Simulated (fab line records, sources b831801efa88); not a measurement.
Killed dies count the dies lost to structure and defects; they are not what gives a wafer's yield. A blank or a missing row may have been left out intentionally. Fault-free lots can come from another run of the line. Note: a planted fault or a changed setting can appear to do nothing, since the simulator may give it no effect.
8D (eight disciplines) problem report, filled in by code -- flow gf180mcu -- the parts of the form that need people (team, actions taken, sign-off) are left out

== 1. THE PROBLEM ==
Mean VT_IMPLANT_4_TW at GF_VT_IMPLANT_TW_MEAS_43: 30 over 6 wafers in 2 lots; fault-free wafers: 692, standard deviation 3.6. So: -99 or more standard deviations from the usual mean.
Seen first at day 10 19:13 on film-metro-02, wafer L769.1. At this step, 39 wafers from 13 lots have a number in the record. The rule behind "out" and "out of limits": a value lying over 4 standard deviations away from the usual mean. Any other wafer with a number is counted as sound.

== 2. WHAT THIS IS AND IS NOT ==
question,is,is not
which readings at this step,VT_IMPLANT_4_TW,-
which lots,"L769, L771","L758, L760, L762, L763, L764, L767, L770, L775, L778, L780, L781"
which wafers of those lots,all that have a number,-
read on which gauges,film-metro-02,"film-metro-01, film-metro-03"
when,from day 10 19:13,"up to then (18 sound wafers); but 15 sound wafers of L770, L775, L778, L780, L781 came after"

== 3. WHAT RULES OUT EACH SUSPECT ==
Counting: a tool at a process step up to the reading stays a suspect if it ran every lot that is out and no sound lot after the first of them.
- the gauge at GF_VT_IMPLANT_TW_MEAS_43: kept. All the wafers that are out were read on film-metro-02, and no step on other tools shows them out.
- litho-track-02 at GF_VT_IMPLANT_DEVELOP_39 (develop time 60 s): kept. Every lot that is out went through it, starting with L769 (day 10 18:47), and after that it ran no sound lot; the last sound lot it ran before then is L767 (day 10 06:37).
Remaining after the count are litho-track-02 at GF_VT_IMPLANT_DEVELOP_39 and film-metro-02 at GF_VT_IMPLANT_TW_MEAS_43.

== 4. THE CAUSE (what the simulator had put in) ==
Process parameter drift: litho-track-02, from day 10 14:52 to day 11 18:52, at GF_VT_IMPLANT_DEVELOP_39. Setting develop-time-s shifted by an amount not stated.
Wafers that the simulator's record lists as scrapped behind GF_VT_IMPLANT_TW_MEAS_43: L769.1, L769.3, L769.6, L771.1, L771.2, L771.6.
Counting leaves 2 suspects; this tool is one of them.

== 5. THE EFFECT CHAIN, in route order ==
One row per reading whose mean, taken over the struck wafers that have a number, lies over 3 standard deviations from the usual. Only readings whose record carries a usual standard deviation are examined. hours: median over the lots of the time between each lot's start at the first step of this table that gives one and its start at this step. sigmas: the change, counted in usual standard deviations.
hours,step,reading,usual,on struck wafers,change,sigmas
0,GF_VT_IMPLANT_TW_MEAS_43,VT_IMPLANT_4_TW,692,30,-662,-99 or more
Readings that are blank on the struck wafers while sound wafers have them: VT_IMPLANT_03_OVL at GF_VT_IMPLANT_OVL_MEAS_40.

== 6. HOW IT WOULD HAVE BEEN CAUGHT EARLIER ==
The first out-of-limits reading at a measuring or inspecting step in this record came at day 10 19:13, 4 hours after the fault's start at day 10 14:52.
Between GF_VT_IMPLANT_DEVELOP_39 and GF_VT_IMPLANT_TW_MEAS_43, GF_VT_IMPLANT_OVL_MEAS_40 gave no VT_IMPLANT_03_OVL on the struck wafers, where sound wafers have one: a measuring or inspecting step that comes back empty is itself a sign.
An alarm limit of 4 standard deviations would not have fired on the tool readings at GF_VT_IMPLANT_DEVELOP_39 for which the record gives a usual standard deviation, since none of them was out on any struck wafer.
Among the 2 lots that are out, L771 began GF_VT_IMPLANT_DEVELOP_39 on litho-track-02 after day 10 19:13. It would have been spared by a hold on the tool at that moment.
